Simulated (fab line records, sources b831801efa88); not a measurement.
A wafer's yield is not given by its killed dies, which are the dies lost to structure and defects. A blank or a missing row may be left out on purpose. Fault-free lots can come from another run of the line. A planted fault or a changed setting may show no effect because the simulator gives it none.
2 desks, one fault    flow sky130    only its own numbers are on each desk; what lay behind them is given at the end

== AT THE TOOL OWNER'S DESK: plasma asher-04 ==
The tool's own readings at SKY_SONOS_ONO_STRIP_17 (strips in O2/N2): means of the sampled wafers that have a number, for each lot that ran on this tool. If a lot's mean is further than 4 standard deviations from the usual mean, the lot is out of limits and carries the mark OUT (the distance appears in the brackets).
Columns: A = drypump motor current A at SKY_SONOS_ONO_STRIP_17, usual 5.4 A; B = n2 flow sccm at SKY_SONOS_ONO_STRIP_17, usual 299.9 sccm; C = oes product au at SKY_SONOS_ONO_STRIP_17, usual 0.710 a.u.; D = strip time to endpoint s at SKY_SONOS_ONO_STRIP_17, usual 14.11 s
lot   first seen here  A    B      C                D
L825  day 13 00:27     5.6  300.4  0.709            14.12
L827  day 13 10:08     5.3  298.3  0.711            14.15
L833  day 15 09:14     5.3  300.3  0.940 (+55) OUT  -
L840  day 17 22:13     5.3  299.8  0.717            14.05
L841  day 18 04:45     5.3  299.5  0.709            14.08
L843  day 18 14:33     5.6  298.6  0.713            14.14
L845  day 19 12:19     5.3  299.8  0.708            14.09
L846  day 19 18:28     5.6  300.5  0.709            14.11
L848  day 20 16:07     5.3  300.9  0.710            14.09
This desk's verdict: out of limits on L833, starting with L833 at day 15 09:14 (oes product au at SKY_SONOS_ONO_STRIP_17). L825, L827, L840, L841, L843, L845, L846, L848: within limits.

== FROM THE METROLOGY DESK ==
What the gauges read for every lot (on any tool): the sampled wafers with a number, averaged. If a lot's mean is further than 4 standard deviations from the usual mean, the lot is out of limits and carries the mark OUT (the distance appears in the brackets).
Columns: A = VT_ADJUST_HVTR_OVL at SKY_VT_ADJUST_HVTR_OVL_MEAS_08, usual 0.0 nm; B = SONOS_ONO_OVL at SKY_SONOS_ONO_OVL_MEAS_14, usual -0.3 nm
lot   first seen here  A     B
L825  day 9 17:14      -4.0  0.7
L826  day 9 17:32      -0.8  -1.4
L827  day 10 05:43     -0.9  -1.9
L828  day 10 10:52     1.0   1.2
L833  day 11 23:44     2.2   1.3
L840  day 14 04:47     -3.2  -0.0
L841  day 14 09:50     -0.3  1.6
L842  day 14 14:41     -1.3  -1.3
L843  day 14 20:20     -1.6  -0.7
L845  day 15 13:14     1.5   0.0
L846  day 15 18:55     1.3   1.6
L848  day 16 16:41     -2.3  -1.0
This desk's finding: nothing out of limits on any of the 12 lots.

== BROUGHT TOGETHER ==
The tool owner's desk had the chance to raise an alarm at day 15 09:14 on L833.
Nothing out of limits was seen by the metrology desk.
The metrology desk holds a record of L833, inside its limits.
On plasma asher-04, each named lot ran SKY_SONOS_ONO_STRIP_17.

== WHAT THE SIMULATOR PUT IN ==
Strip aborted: plasma asher-04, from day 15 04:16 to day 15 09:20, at SKY_SONOS_ONO_STRIP_17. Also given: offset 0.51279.
Lots struck among those shown: L833.
Hours from the fault's start to each desk's first reading out of limits: the tool owner's desk, 5.
